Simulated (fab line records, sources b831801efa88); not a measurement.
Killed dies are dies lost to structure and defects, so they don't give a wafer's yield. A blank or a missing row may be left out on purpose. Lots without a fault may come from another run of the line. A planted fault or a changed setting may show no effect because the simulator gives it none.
Which tool did it? | flow sky130 | 13 lots, 39 wafers sampled, at 3 steps of a route of 708

WHAT THE GAUGES READ, wafer by wafer
SKY_METAL1_OVL_MEAS_16. Usual: METAL1_OVL 1 nm, standard deviation 5.9.
lot  | measured     | on         | METAL1_OVL (nm) | flag
L184 | day 32 20:58 | overlay-02 | 7 3 0           |
L185 | day 33 02:32 | overlay-01 | -5 7 5          |
L186 | day 33 20:28 | overlay-02 | -3 -10 -4       |
L187 | day 33 20:52 | overlay-02 | 0 -3 3          |
L188 | day 34 12:29 | overlay-01 | 1 6 -1          |
L189 | day 34 19:53 | overlay-02 | 5 5 7           |
L191 | day 35 01:48 | overlay-01 | 1 7 1           |
L195 | day 36 15:02 | overlay-02 | 5 3 14          |
L199 | day 37 11:20 | overlay-02 | -4 1 5          |
L203 | day 38 20:18 | overlay-02 | -12 4 -2        |
L205 | day 39 10:29 | overlay-02 | -9 -8 -1        |
L206 | day 39 12:43 | overlay-01 | 3 5 3           |
L207 | day 39 20:11 | overlay-02 | -6 -2 8         |

SKY_VIA1_BOW_MEAS_03. Usual: VIA1_BOW 82 um, standard deviation 6.8.
lot  | measured     | on            | VIA1_BOW (um) | flag
L184 | day 32 22:28 | film_metro-02 | 84 82 87      |
L185 | day 33 03:50 | film_metro-03 | 82 88 79      |
L186 | day 33 21:47 | film_metro-03 | 92 79 77      |
L187 | day 33 22:09 | film_metro-04 | 85 78 66      |
L188 | day 34 13:47 | film_metro-04 | 86 80 83      |
L189 | day 34 21:14 | film_metro-04 | 81 85 87      |
L191 | day 35 03:10 | film_metro-03 | 84 75 91      |
L195 | day 36 16:21 | film_metro-02 | 78 73 82      |
L199 | day 37 12:38 | film_metro-02 | 90 72 76      |
L203 | day 38 21:38 | film_metro-04 | 76 88 68      |
L205 | day 39 11:47 | film_metro-04 | 83 91 90      |
L206 | day 39 14:02 | film_metro-03 | 90 85 75      |
L207 | day 39 21:28 | film_metro-03 | 81 92 87      |

SKY_VIA2_BOW_MEAS_03. Usual: VIA2_BOW 88 um, standard deviation 7.
lot  | measured     | on            | VIA2_BOW (um) | flag
L184 | day 35 06:16 | film_metro-02 | 91 87 91      |
L185 | day 35 12:11 | film_metro-01 | 87 91 83      |
L186 | day 36 05:11 | film_metro-02 | 98 86 84      |
L187 | day 36 06:40 | film_metro-03 | 93 83 73      |
L188 | day 36 21:53 | film_metro-03 | 95 91 91      |
L189 | day 37 03:53 | film_metro-01 | 87 90 93      |
L191 | day 37 10:28 | film_metro-02 | 88 79 95      |
L195 | day 38 22:47 | film_metro-02 | 85 79 86      |
L199 | day 39 18:29 | film_metro-01 | 97 79 82      |
L203 | day 41 01:29 | film_metro-02 | 85 97 76      |
L205 | day 41 15:16 | film_metro-03 | 91 99 97      |
L206 | day 41 17:21 | film_metro-02 | 98 93 83      |
L207 | day 42 00:56 | film_metro-02 | 88 101 94     |

WHICH TOOL RAN EACH LOT (tool, then ch and the chambers of the sampled wafers, then the start)
The record holds no process step before these readings.

WHAT THE TOOLS THEMSELVES READ (means of the sampled wafers that have a number; where no wafer has one, the mark that the record gives instead)
The record holds no such reading with a usual standard deviation.

THE ANSWER, worked out from the rows above alone
Rule: a lot is off if the mean of its wafers that have a number lies more than 3 standard deviations from the usual mean. A lot without any number at a reading at which 4 lots or more have one is off too. The other lots that the step has rows for count as sound. The gauges are gone through in route order, then the tools' own readings, and for those a lot's mean is taken as printed above. The first step at which some lot is off is used, and at that step the reading that is off furthest; a lot without a number counts as furthest.
No lot is off at any reading shown: from this, nothing can be told.

WHAT THE SIMULATOR HAD PUT IN
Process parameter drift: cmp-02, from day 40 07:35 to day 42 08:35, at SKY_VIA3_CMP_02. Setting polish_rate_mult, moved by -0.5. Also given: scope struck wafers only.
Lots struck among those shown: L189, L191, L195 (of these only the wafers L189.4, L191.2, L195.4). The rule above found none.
